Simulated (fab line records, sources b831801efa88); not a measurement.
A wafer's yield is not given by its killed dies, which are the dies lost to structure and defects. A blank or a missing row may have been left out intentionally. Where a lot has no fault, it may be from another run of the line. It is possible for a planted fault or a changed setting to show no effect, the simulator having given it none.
One fault seen from 2 desks | flow gf180mcu | every desk sees just its own numbers, and what lay behind them comes last

## DESK OF THE TOOL OWNER: litho track-02
The tool's own readings at GF_V1_DEVELOP_13 (develop time 60 s): means of the sampled wafers that have a number, for each lot that ran on this tool. Any lot whose mean is over 4 standard deviations away from the usual mean is out of limits and marked OUT; that distance is given in the brackets.
Columns: A = developer temp C at GF_V1_DEVELOP_13, usual 20.98 C
lot  | first seen here | A
L149 | day 19 11:17    | 20.95
L152 | day 20 17:26    | 20.93
L159 | day 23 11:32    | 21.12
L164 | day 24 21:10    | 20.09 (-8.1) OUT
Finding of this desk: L164 out of limits; the first was L164 at day 24 21:10, on developer temp C at GF_V1_DEVELOP_13. Within limits: L149, L152, L159.

## METROLOGY DESK
What the gauges read for every lot (on any tool): the sampled wafers with a number, averaged. Any lot whose mean is over 4 standard deviations away from the usual mean is out of limits and marked OUT; that distance is given in the brackets.
Columns: A = CONTACT_OVL at GF_CONTACT_OVL_MEAS_15, usual 0 nm
lot  | first seen here | A
L145 | day 16 02:31    | -2
L147 | day 16 20:55    | -3
L149 | day 17 08:53    | -1
L150 | day 18 00:01    | -1
L152 | day 18 14:58    | 1
L153 | day 19 00:21    | 2
L155 | day 19 22:52    | 3
L156 | day 20 07:48    | 2
L159 | day 21 11:15    | -1
L160 | day 21 12:49    | -8
L164 | day 22 21:42    | -3
L167 | day 23 20:52    | 4
L168 | day 24 09:06    | -1
Finding of this desk: none of the 13 lots has anything out of limits.

## PUT TOGETHER
An alarm could have come from the tool owner's desk at day 24 21:10, on L164.
At the metrology desk, nothing out of limits was observed.
The metrology desk holds a record of L164, inside its limits.
All the named lots went through GF_V1_DEVELOP_13 on litho track-02.

## WHAT THE SIMULATOR HAD INSERTED
Process parameter drift: litho track-02, from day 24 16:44 on, at GF_V1_DEVELOP_13. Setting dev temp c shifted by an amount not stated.
Shown lots that were struck: L164.
How many hours passed from the start of the fault until each desk's first out-of-limits reading: the tool owner's desk, 4.
